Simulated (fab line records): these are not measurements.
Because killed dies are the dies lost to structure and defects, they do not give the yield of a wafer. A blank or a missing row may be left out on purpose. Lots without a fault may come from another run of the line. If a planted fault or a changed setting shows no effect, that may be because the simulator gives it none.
Which tool did it? / flow sky130 / 39 wafers from 13 lots sampled at 4 of the route's 708 steps

## WHAT THE GAUGES READ, wafer by wafer
SKY_LI_CONTACT_OVL_MEAS_13. Usual: LI_CONTACT_OVL typically reads 1 nm, with standard deviation 5.4.
lot=L843; measured=day 29 13:17; on=overlay-01; LI_CONTACT_OVL (nm)=-7 2 -5; flag=
lot=L844; measured=day 29 22:40; on=overlay-02; LI_CONTACT_OVL (nm)=7 3 5; flag=
lot=L845; measured=day 30 12:43; on=overlay-02; LI_CONTACT_OVL (nm)=2 -7 5; flag=
lot=L846; measured=day 30 13:44; on=overlay-02; LI_CONTACT_OVL (nm)=-1 -6 -9; flag=
lot=L847; measured=day 31 00:11; on=overlay-01; LI_CONTACT_OVL (nm)=11 10 3; flag=
lot=L850; measured=day 32 16:00; on=overlay-01; LI_CONTACT_OVL (nm)=2 5 2; flag=
lot=L852; measured=day 33 15:47; on=overlay-02; LI_CONTACT_OVL (nm)=8 5 6; flag=
lot=L854; measured=day 33 22:05; on=overlay-01; LI_CONTACT_OVL (nm)=3 -1 3; flag=
lot=L858; measured=day 34 17:07; on=overlay-02; LI_CONTACT_OVL (nm)=-4 -1 2; flag=
lot=L859; measured=day 35 02:11; on=overlay-02; LI_CONTACT_OVL (nm)=-1 5 1; flag=
lot=L863; measured=day 36 02:06; on=overlay-01; LI_CONTACT_OVL (nm)=7 8 8; flag=
lot=L864; measured=day 36 08:59; on=overlay-01; LI_CONTACT_OVL (nm)=-3 0 -1; flag=
lot=L865; measured=day 37 06:29; on=overlay-02; LI_CONTACT_OVL (nm)=13 11 15; flag=

SKY_CONTACT_CD_MEAS_14: target cd 170 nm. Usual: cd_nm at 170.0 nm, with a standard deviation of 1.7.
lot=L843; measured=day 31 22:46; on=cd_sem-01; cd_nm (nm)=169.2 169.5 167.8; flag=
lot=L844; measured=day 32 07:54; on=cd_sem-02; cd_nm (nm)=168.4 168.2 168.5; flag=
lot=L845; measured=day 32 22:05; on=cd_sem-02; cd_nm (nm)=168.5 166.6 169.6; flag=
lot=L846; measured=day 32 22:37; on=cd_sem-01; cd_nm (nm)=169.2 169.8 169.6; flag=
lot=L847; measured=day 33 08:52; on=cd_sem-02; cd_nm (nm)=171.0 171.0 171.2; flag=
lot=L850; measured=day 34 23:52; on=cd_sem-02; cd_nm (nm)=167.1 168.6 167.9; flag=
lot=L852; measured=day 35 23:46; on=cd_sem-02; cd_nm (nm)=166.4 162.0 160.4; flag=OFF
lot=L854; measured=day 36 05:59; on=cd_sem-01; cd_nm (nm)=170.7 171.6 172.5; flag=
lot=L858; measured=day 36 23:25; on=cd_sem-01; cd_nm (nm)=169.0 169.2 169.0; flag=
lot=L859; measured=day 37 08:58; on=cd_sem-02; cd_nm (nm)=171.3 170.5 170.8; flag=
lot=L863; measured=day 38 08:40; on=cd_sem-02; cd_nm (nm)=168.8 167.6 168.3; flag=
lot=L864; measured=day 38 14:59; on=cd_sem-02; cd_nm (nm)=168.4 168.1 168.8; flag=
lot=L865; measured=day 39 12:37; on=cd_sem-02; cd_nm (nm)=170.8 170.4 170.5; flag=

## TOOL THAT RAN EACH LOT (tool first, then ch and the chambers of the sampled wafers, then the start)
lot=L843; SKY_LI_CONTACT_ETCH_14=rie_diel-04 ch 1,2, day 29 13:19; SKY_CONTACT_EXPOSE_11=krf_scanner-02 ch 0, day 31 09:32
lot=L844; SKY_LI_CONTACT_ETCH_14=rie_diel-03 ch 1,3, day 29 22:41; SKY_CONTACT_EXPOSE_11=krf_scanner-01 ch 0, day 31 18:13
lot=L845; SKY_LI_CONTACT_ETCH_14=rie_diel-02 ch 0,1,3, day 30 12:44; SKY_CONTACT_EXPOSE_11=krf_scanner-01 ch 0, day 32 09:29
lot=L846; SKY_LI_CONTACT_ETCH_14=rie_diel-04 ch 0,2,3, day 30 13:46; SKY_CONTACT_EXPOSE_11=krf_scanner-02 ch 0, day 32 09:50
lot=L847; SKY_LI_CONTACT_ETCH_14=rie_diel-02 ch 0,2,3, day 31 00:13; SKY_CONTACT_EXPOSE_11=krf_scanner-01 ch 0, day 32 19:08
lot=L850; SKY_LI_CONTACT_ETCH_14=rie_diel-03 ch 1,2, day 32 16:02; SKY_CONTACT_EXPOSE_11=krf_scanner-02 ch 0, day 34 10:50
lot=L852; SKY_LI_CONTACT_ETCH_14=rie_diel-02 ch 0,2,3, day 33 15:49; SKY_CONTACT_EXPOSE_11=krf_scanner-01 ch 0, day 35 10:29
lot=L854; SKY_LI_CONTACT_ETCH_14=rie_diel-02 ch 1,2,3, day 33 22:07; SKY_CONTACT_EXPOSE_11=krf_scanner-02 ch 0, day 35 17:06
lot=L858; SKY_LI_CONTACT_ETCH_14=rie_diel-02 ch 1,2,3, day 34 17:08; SKY_CONTACT_EXPOSE_11=krf_scanner-02 ch 0, day 36 10:47
lot=L859; SKY_LI_CONTACT_ETCH_14=rie_diel-03 ch 0,3, day 35 02:13; SKY_CONTACT_EXPOSE_11=krf_scanner-02 ch 0, day 36 19:38
lot=L863; SKY_LI_CONTACT_ETCH_14=rie_diel-04 ch 0,2,3, day 36 02:07; SKY_CONTACT_EXPOSE_11=krf_scanner-01 ch 0, day 37 19:28
lot=L864; SKY_LI_CONTACT_ETCH_14=rie_diel-04 ch 0,2,3, day 36 09:01; SKY_CONTACT_EXPOSE_11=krf_scanner-01 ch 0, day 38 02:56
lot=L865; SKY_LI_CONTACT_ETCH_14=rie_diel-03 ch 0,2,3, day 37 06:32; SKY_CONTACT_EXPOSE_11=krf_scanner-02 ch 0, day 38 23:20
- SKY_LI_CONTACT_ETCH_14: etches BARC in N2/H2, stops on SiO2, time 45.9 s, target depth 60 nm.
- SKY_CONTACT_EXPOSE_11: exposes mask CTM1, target cd 170 nm.

## WHAT THE TOOLS THEMSELVES READ (means of the sampled wafers that have a number; where no wafer has one, the mark that the record gives instead)
SKY_LI_CONTACT_ETCH_14. Usual: drypump_motor_current_A 5.8 A, standard deviation 0.38; oes_product_au 0.855 a.u., standard deviation 0.0044; throttle_valve_pct 13.224 %, standard deviation 0.0097.
lot=L843; tool=rie_diel-04; drypump_motor_current_A (A)=5.7; oes_product_au (a.u.)=0.856; throttle_valve_pct (%)=13.220; flag=
lot=L844; tool=rie_diel-03; drypump_motor_current_A (A)=5.7; oes_product_au (a.u.)=0.854; throttle_valve_pct (%)=13.215; flag=
lot=L845; tool=rie_diel-02; drypump_motor_current_A (A)=5.7; oes_product_au (a.u.)=0.853; throttle_valve_pct (%)=13.227; flag=
lot=L846; tool=rie_diel-04; drypump_motor_current_A (A)=5.8; oes_product_au (a.u.)=0.856; throttle_valve_pct (%)=13.215; flag=
lot=L847; tool=rie_diel-02; drypump_motor_current_A (A)=6.1; oes_product_au (a.u.)=0.856; throttle_valve_pct (%)=13.218; flag=
lot=L850; tool=rie_diel-03; drypump_motor_current_A (A)=5.5; oes_product_au (a.u.)=0.853; throttle_valve_pct (%)=13.221; flag=
lot=L852; tool=rie_diel-02; drypump_motor_current_A (A)=6.1; oes_product_au (a.u.)=0.857; throttle_valve_pct (%)=13.220; flag=
lot=L854; tool=rie_diel-02; drypump_motor_current_A (A)=5.6; oes_product_au (a.u.)=0.857; throttle_valve_pct (%)=13.221; flag=
lot=L858; tool=rie_diel-02; drypump_motor_current_A (A)=5.6; oes_product_au (a.u.)=0.850; throttle_valve_pct (%)=13.224; flag=
lot=L859; tool=rie_diel-03; drypump_motor_current_A (A)=6.1; oes_product_au (a.u.)=0.853; throttle_valve_pct (%)=13.219; flag=
lot=L863; tool=rie_diel-04; drypump_motor_current_A (A)=5.8; oes_product_au (a.u.)=0.854; throttle_valve_pct (%)=13.213; flag=
lot=L864; tool=rie_diel-04; drypump_motor_current_A (A)=5.8; oes_product_au (a.u.)=0.853; throttle_valve_pct (%)=13.222; flag=
lot=L865; tool=rie_diel-03; drypump_motor_current_A (A)=6.0; oes_product_au (a.u.)=0.851; throttle_valve_pct (%)=13.228; flag=

## THE ANSWER, worked out from the rows above alone
Rule: a lot is off if the mean of its wafers that have a number lies more than 3 standard deviations from the usual mean. A lot without any number at a reading at which 4 lots or more have one is off too. All remaining lots with rows at the step are treated as sound. After the gauges, taken in route order, come the tools' own readings; for these a lot's mean is taken, as printed above. The first step at which some lot is off is used, and at that step the reading that is off furthest; a lot without a number counts as furthest.
Off at SKY_CONTACT_CD_MEAS_14 (cd_nm): L852.
If a tool, at a process step before that reading, ran all the lots that are off and no sound lot after the first of them, it fits. Gauges at SKY_CONTACT_CD_MEAS_14: tried the same way as those tools. Of those tried, none fits.

## WHAT HAD BEEN PUT IN BY THE SIMULATOR
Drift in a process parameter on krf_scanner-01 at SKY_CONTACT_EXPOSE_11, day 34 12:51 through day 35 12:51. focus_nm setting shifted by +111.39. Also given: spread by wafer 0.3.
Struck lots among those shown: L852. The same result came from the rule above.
